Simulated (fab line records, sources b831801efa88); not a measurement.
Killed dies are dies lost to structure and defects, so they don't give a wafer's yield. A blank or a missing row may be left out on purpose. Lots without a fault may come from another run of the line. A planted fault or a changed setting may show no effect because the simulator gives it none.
Which tool did it? | flow gf180mcu | 6 lots, 18 wafers sampled, at 3 steps of a route of 602

WHAT THE GAUGES READ, wafer by wafer
GF_VT_IMPLANT_TW_MEAS_32.
lot  | measured     | on            | VT_IMPLANT_3_TW
L794 | day 7 23:43  | film_metro-02 | 269 270 270
L796 | day 8 19:55  | film_metro-01 | 263 264 264
L801 | day 10 01:02 | film_metro-02 | 269 271 270
L804 | day 10 11:01 | film_metro-02 | 268 269 268
L806 | day 11 03:22 | film_metro-02 | 142 142 143
L810 | day 12 02:31 | film_metro-02 | 271 271 272

WHICH TOOL RAN EACH LOT (tool, then ch and the chambers of the sampled wafers, then the start)
lot  | GF_VT_IMPLANT_STRIP_20               | GF_VT_IMPLANT_IMPLANT_30
L794 | plasma_asher-04 ch 0,1, day 7 07:34  | implanter-03 ch 0, day 7 23:28
L796 | plasma_asher-03 ch 0,1, day 8 02:40  | implanter-01 ch 0, day 8 19:40
L801 | plasma_asher-02 ch 0,1, day 9 07:00  | implanter-03 ch 0, day 10 00:49
L804 | plasma_asher-02 ch 0,1, day 9 17:25  | implanter-04 ch 0, day 10 10:47
L806 | plasma_asher-04 ch 0,1, day 10 08:58 | implanter-03 ch 0, day 11 03:07
L810 | plasma_asher-02 ch 0,1, day 11 07:37 | implanter-04 ch 0, day 12 02:16
- GF_VT_IMPLANT_STRIP_20: strips in O2/N2.
- GF_VT_IMPLANT_IMPLANT_30

THE ANSWER, worked out from the rows above alone
Rule: what is usual is taken from the lots themselves. Put in order of their means at a reading, lots are off if they are a third of the lots or fewer, leave a main group of 4 or more, and stand apart from it by a gap of 3 or more times the standard deviation of the main group's means; of several such gaps the widest counts. A main group whose means are all the same, to the digits that the tables above print for the reading, isn't used. A lot without any number at a reading at which 4 lots or more have one is off too. The other lots that the step has rows for count as sound.
Off: L806, at GF_VT_IMPLANT_TW_MEAS_32 (VT_IMPLANT_3_TW). The main group: mean 269, standard deviation 2.6.
A tool fits if, at a process step before that reading, it ran every lot that is off, and no sound lot after the first of them. The gauges at GF_VT_IMPLANT_TW_MEAS_32 are tried like those tools. Can't be told from this: 2 tools fit, plasma_asher-04 at GF_VT_IMPLANT_STRIP_20, implanter-03 at GF_VT_IMPLANT_IMPLANT_30.

WHAT THE SIMULATOR HAD PUT IN
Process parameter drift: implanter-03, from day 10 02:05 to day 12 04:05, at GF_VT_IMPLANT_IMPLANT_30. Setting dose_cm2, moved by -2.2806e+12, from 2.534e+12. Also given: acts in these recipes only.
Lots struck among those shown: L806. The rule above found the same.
